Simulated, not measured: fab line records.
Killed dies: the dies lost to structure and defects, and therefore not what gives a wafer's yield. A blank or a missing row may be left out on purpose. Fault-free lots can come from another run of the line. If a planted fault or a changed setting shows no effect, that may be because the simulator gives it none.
One fault seen from 2 desks    flow gf180mcu    only its own numbers are on each desk; what lay behind them is given at the end

== THE METROLOGY DESK ==
Means of the sampled wafers that have a number, per lot and without regard to the tool the lot ran on: this is what the gauges read. If a lot's mean is further than 4 standard deviations from the usual mean, the lot is out of limits and carries the mark OUT (the distance appears in the brackets).
Columns: A = SAB_OVL at GF_SAB_OVL_MEAS_10, usual -1.4 nm; B = SALICIDE_TIN_RS at GF_SALICIDE_RS_MEAS_04, usual 16.3 ohm/sq; C = SALICIDE_TIN_THK at GF_SALICIDE_THK_MEAS_05, usual 19.9 nm
lot   first seen here  A     B     C
L574  day 15 21:28     -2.0  16.3  19.9
L582  day 18 18:52     0.1   16.6  20.0
L583  day 19 01:46     -1.9  16.7  20.2
L584  day 19 06:55     -1.3  16.0  20.5
L593  day 22 15:43     -0.9  15.8  19.9
L595  day 23 09:49     -1.3  16.7  19.9
L594  day 23 10:25     -3.3  15.9  20.1
This desk's verdict: no lot among the 7 shows anything out of limits.

== AT THE TOOL OWNER'S DESK: rtpAnneal-01 ==
Per lot that ran on this tool, the mean of the sampled wafers carrying a number, from the tool's own readings at GF_SALICIDE_RTA_08 (time 30 s). If a lot's mean is further than 4 standard deviations from the usual mean, the lot is out of limits and carries the mark OUT (the distance appears in the brackets).
Columns: A = annealTempCMax at GF_SALICIDE_RTA_08, usual 805.2; B = chamberO2Ppm at GF_SALICIDE_RTA_08, usual 1.997; C = lampPowerPct at GF_SALICIDE_RTA_08, usual 15.7 %; D = wafer_temp_C_max at GF_SALICIDE_RTA_08, usual 803.7
lot   first seen here  A      B                          C     D
L582  day 18 19:40     802.9  302.007 (+99 or more) OUT  15.1  803.8
L583  day 19 02:36     802.9  301.990 (+99 or more) OUT  15.1  803.5
L584  day 19 07:49     802.6  302.013 (+99 or more) OUT  15.1  803.4
L594  day 23 11:23     802.7  1.974                      15.1  804.3
This desk's verdict: out of limits on L582, L583, L584, starting with L582 at day 18 19:40 (chamberO2Ppm at GF_SALICIDE_RTA_08). Within limits: L594.

== TAKEN TOGETHER ==
At day 18 19:40, on L582, L583, L584, the tool owner's desk was in a position to raise an alarm.
Nothing out of limits was seen by the metrology desk.
The metrology desk holds a record of L582, L583, L584, inside its limits.
GF_SALICIDE_RTA_08 was run on rtpAnneal-01 by each of the lots named.

== WHAT THE SIMULATOR HAD PUT IN ==
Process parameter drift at GF_SALICIDE_RTA_08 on rtpAnneal-01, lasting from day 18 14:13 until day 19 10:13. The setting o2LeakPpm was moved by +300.
Lots struck among those shown: L582, L583, L584.
Each desk's first reading out of limits, in hours after the fault started: the tool owner's desk, 5.
